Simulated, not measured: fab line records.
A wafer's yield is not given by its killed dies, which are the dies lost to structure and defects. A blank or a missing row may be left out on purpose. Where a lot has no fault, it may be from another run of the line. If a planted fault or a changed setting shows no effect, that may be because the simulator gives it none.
Which tool is to blame? :: flow gf180mcu :: 12 lots, 36 wafers sampled, at 3 steps of a route of 602

## WHAT THE GAUGES READ, wafer by wafer
GF_M3_RS_MEAS_05: measures by four-point-probe.
lot: L075
measured: day 20 23:41
on: film_metro-02
M3_ALCU_RS (ohm/sq): 0.0687 0.0696 0.0697

lot: L077
measured: day 22 08:52
on: film_metro-02
M3_ALCU_RS (ohm/sq): 0.0695 0.0688 0.0689

lot: L079
measured: day 23 08:57
on: film_metro-02
M3_ALCU_RS (ohm/sq): 0.0701 0.0697 0.0702

lot: L080
measured: day 23 17:04
on: film_metro-03
M3_ALCU_RS (ohm/sq): 0.0706 0.0701 0.0712

lot: L084
measured: day 24 11:18
on: film_metro-03
M3_ALCU_RS (ohm/sq): 0.0701 0.0701 0.0701

lot: L085
measured: day 25 01:08
on: film_metro-03
M3_ALCU_RS (ohm/sq): 0.0703 0.0705 0.0703

lot: L087
measured: day 25 12:41
on: film_metro-03
M3_ALCU_RS (ohm/sq): 0.0693 0.0690 0.0693

lot: L090
measured: day 26 13:41
on: film_metro-02
M3_ALCU_RS (ohm/sq): 0.0698 0.0700 0.0695

lot: L091
measured: day 26 18:38
on: film_metro-03
M3_ALCU_RS (ohm/sq): 0.0691 0.0704 0.0696

lot: L093
measured: day 27 14:43
on: film_metro-01
M3_ALCU_RS (ohm/sq): 0.0691 0.0692 0.0695

lot: L095
measured: day 27 21:07
on: film_metro-03
M3_ALCU_RS (ohm/sq): 0.0696 0.0696 0.0704

lot: L096
measured: day 28 13:17
on: film_metro-03
M3_ALCU_RS (ohm/sq): 0.0696 0.0691 0.0690

## WHICH TOOL RAN EACH LOT (tool, then ch and the chambers of the sampled wafers, then the start)
lot: L075
GF_CONTACT_ETCH_17: rie_diel-02 ch 1,2,3, day 18 19:11 or earlier
GF_M2_SPUTTER_01: pvd_sputter-03, day 18 19:11

lot: L077
GF_CONTACT_ETCH_17: rie_diel-01 ch 0,1,3, day 20 04:31 or earlier
GF_M2_SPUTTER_01: pvd_sputter-04, day 20 04:31

lot: L079
GF_CONTACT_ETCH_17: rie_diel-02 ch 0,2,3, day 21 05:07 or earlier
GF_M2_SPUTTER_01: pvd_sputter-01, day 21 05:07

lot: L080
GF_CONTACT_ETCH_17: rie_diel-02 ch 0,1,2, day 21 14:49 or earlier
GF_M2_SPUTTER_01: pvd_sputter-04, day 21 14:49

lot: L084
GF_CONTACT_ETCH_17: rie_diel-03 ch 0,1,2, day 22 09:07 or earlier
GF_M2_SPUTTER_01: pvd_sputter-01, day 22 09:07

lot: L085
GF_CONTACT_ETCH_17: rie_diel-02 ch 1,2,3, day 22 23:41 or earlier
GF_M2_SPUTTER_01: pvd_sputter-01, day 22 23:41

lot: L087
GF_CONTACT_ETCH_17: rie_diel-02 ch 1,2,3, day 23 11:55 or earlier
GF_M2_SPUTTER_01: pvd_sputter-04, day 23 11:55

lot: L090
GF_CONTACT_ETCH_17: rie_diel-01 ch 1,2, day 24 14:40 or earlier
GF_M2_SPUTTER_01: pvd_sputter-03, day 24 14:40

lot: L091
GF_CONTACT_ETCH_17: rie_diel-01 ch 0,1,3, day 24 20:41 or earlier
GF_M2_SPUTTER_01: pvd_sputter-04, day 24 20:41

lot: L093
GF_CONTACT_ETCH_17: rie_diel-01 ch 0,3, day 25 16:54 or earlier
GF_M2_SPUTTER_01: pvd_sputter-04, day 25 16:54

lot: L095
GF_CONTACT_ETCH_17: rie_diel-03 ch 1,3, day 25 23:01 or earlier
GF_M2_SPUTTER_01: pvd_sputter-04, day 25 23:01

lot: L096
GF_CONTACT_ETCH_17: rie_diel-02 ch 0,1,3, day 26 17:29 or earlier
GF_M2_SPUTTER_01: pvd_sputter-04, day 26 17:29
- GF_CONTACT_ETCH_17: etches SiO2 in C4F8/O2/Ar, stops on CoSi2, target depth 860 nm.
- GF_M2_SPUTTER_01: material TiN, target thk 30 nm, time 25 s.

## THE ANSWER, worked out from the rows above alone
Rule: what is usual is taken from the lots themselves. Put in order of their means at a reading, lots are off if they are a third of the lots or fewer, leave a main group of 4 or more, and stand apart from it by a gap of 3 or more times the standard deviation of the main group's means; of several such gaps the widest counts. A main group whose means are all the same, to the digits that the tables above print for the reading, isn't used. Also off: a lot with no number at a reading for which 4 or more lots have one. The other lots that the step has rows for count as sound.
Nothing can be told from this: no lot is off at any reading shown.

## WHAT WAS PUT IN BY THE SIMULATOR
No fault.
